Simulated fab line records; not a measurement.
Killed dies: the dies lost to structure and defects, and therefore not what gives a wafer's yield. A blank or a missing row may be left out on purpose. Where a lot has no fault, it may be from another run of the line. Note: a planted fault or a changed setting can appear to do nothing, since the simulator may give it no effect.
Struck lot and sound lot, side by side | flow sky130 | 17 out of 708 route steps
Sound: wafers L233.1, L233.5, L233.6. Wafers L239.1, L239.2, L239.6 were the ones struck. The cause is named last.
Each step with rows lists, per side, the tool, then ch with its chambers, then its first start. Under that, the readings that differ: sound wafers | struck wafers | difference of the means | sigmas: that difference in standard deviations of wafers without a fault.
alike: readings whose means differ by less than 2 such deviations, and words and numbers that are the same on both sides. not compared: withheld readings, readings that some wafer has no value for, bounds like >300 that may hide the same value, and numbers for which the record gives no deviation and whose values overlap.
Wherever a step has rows on one side only, a row that says differs or no value, or a row with sigmas, the two part there. Numbers that have no deviation but don't overlap get no sigmas and don't part them. Lack of a reading on every wafer of one side parts them only where that side has two or more wafers.

SKY_VT_ADJUST_HVTR_OVL_MEAS_08:
  sound: overlay-01 at day 10 00:43; struck: overlay-01 at day 11 23:51
reading                 | sound          | struck      | difference | sigmas
VT_ADJUST_HVTR_OVL (nm) | -1.0 -2.4 -1.4 | 0.7 2.1 0.2 | +2.6       | +2
then, 1 step without rows for these wafers: SKY_VT_ADJUST_HVTR_IMPLANT_09.
SKY_VT_ADJUST_HVTR_STRIP_10: strips in O2/N2.
  sound on plasmaAsher-02 ch 0,1, day 10 00:53; struck on plasmaAsher-03 ch 0,1, day 12 00:02
  alike: drypumpMotorCurrentA, oesProductAu, stripTimeToEndpointS
  not compared: rfHoursCounterH
SKY_VT_ADJUST_HVTR_TW_MEAS_11:
  sound: filmMetro-04 at day 10 00:59; struck: filmMetro-03 at day 12 00:08
  alike: VT_ADJUST_HVTR_TW
then, 7 steps without rows for these wafers: SKY_VT_ADJUST_PCH_DEHYDRATE_00 (time 60 s); SKY_VT_ADJUST_PCH_HMDS_01 (prime time 60 s); SKY_VT_ADJUST_PCH_COAT_02 (resist thk 3000 nm); SKY_VT_ADJUST_PCH_SOFTBAKE_03; SKY_VT_ADJUST_PCH_EXPOSE_04 (exposes mask NWM, target cd 840 nm); SKY_VT_ADJUST_PCH_PEB_05; SKY_VT_ADJUST_PCH_DEVELOP_06 (develop time 60 s).
SKY_VT_ADJUST_PCH_OVL_MEAS_07:
  sound: overlay-02 at day 10 23:50; struck: overlay-01 at day 13 00:38
  alike: VT_ADJUST_PCH_OVL
SKY_VT_ADJUST_PCH_IMPLANT_08:
  sound on implanter-02 ch 0, day 10 23:52; struck on implanter-04 ch 0, day 13 00:59
  alike: faradayCurrentUA
SKY_VT_ADJUST_PCH_STRIP_09: strips in O2/N2.
  sound on plasmaAsher-02 ch 0,1, day 11 00:01; struck on plasmaAsher-01 ch 0,1, day 13 01:08
  alike: drypumpMotorCurrentA, oesProductAu, stripTimeToEndpointS
  not compared: rfHoursCounterH
SKY_VT_ADJUST_PCH_TW_MEAS_10:
  sound: filmMetro-02 at day 11 00:07; struck: filmMetro-02 at day 13 01:14
reading          | sound             | struck            | difference | sigmas
VT_ADJUST_PCH_TW | 141.7 142.3 142.4 | 172.6 172.2 172.0 | +30.1      | +46
then, 1 step without rows for these wafers: SKY_SONOS_TUNNEL_DEHYDRATE_00 (time 60 s).
-- record jumps: 35 days separate the struck wafers' starts on either side; left off in module SONOS_TUNNEL, taken up again in module PAD_OPEN, whose first shown step is the route's number 708 --
SKY_PAD_OPEN_PROBE_99:
  sound: prober-02 at day 46 06:10; struck: prober-02 at day 47 20:54
reading                             | sound                         | struck                     | difference | sigmas
model.etest.nfet_16v.rOnOhmUm       | 1.386e+04 1.388e+04 1.414e+04 | 1.508e+04 1.49e+04 1.5e+04 | +1.033e+03 | 
model.etest.tipP.rsOhmSq            | 6815 6800 6758                | 6747 6714 6725             | -62        | 
model.etest.pfetG5v0d10v5.driveUaUm | 348.4 346.7 338.8             | 350.2 349.7 353.9          | +6.6       | 
model.etest.pfet_01v8_lvt.driveUaUm | 174.2 177.8 175               | 184.7 185.3 188.5          | +10.5      | 
  alike: killed_at_M0_to_M3, killed_at_M4_up, killedAtContacts, killedAtFrontEnd, killedAtOther, killedDies, killedOnRim, killedOpen, killedShort
  not compared: model.etest.pfetG5v0d10v5.rOnOhmUm, model.etest.pfet_01v8.rOnOhmUm, model.etest.tip_p_5v.rsOhmSq, model.etest.pfet_01v8.driveUaUm

## WHERE THEY PART
At SKY_VT_ADJUST_HVTR_OVL_MEAS_08 first; at SKY_VT_ADJUST_PCH_TW_MEAS_10 last (within this record only). Later steps at which nothing parts them and some readings are alike: SKY_PAD_OPEN_PROBE_99.

WHY: the cause the simulator had injected
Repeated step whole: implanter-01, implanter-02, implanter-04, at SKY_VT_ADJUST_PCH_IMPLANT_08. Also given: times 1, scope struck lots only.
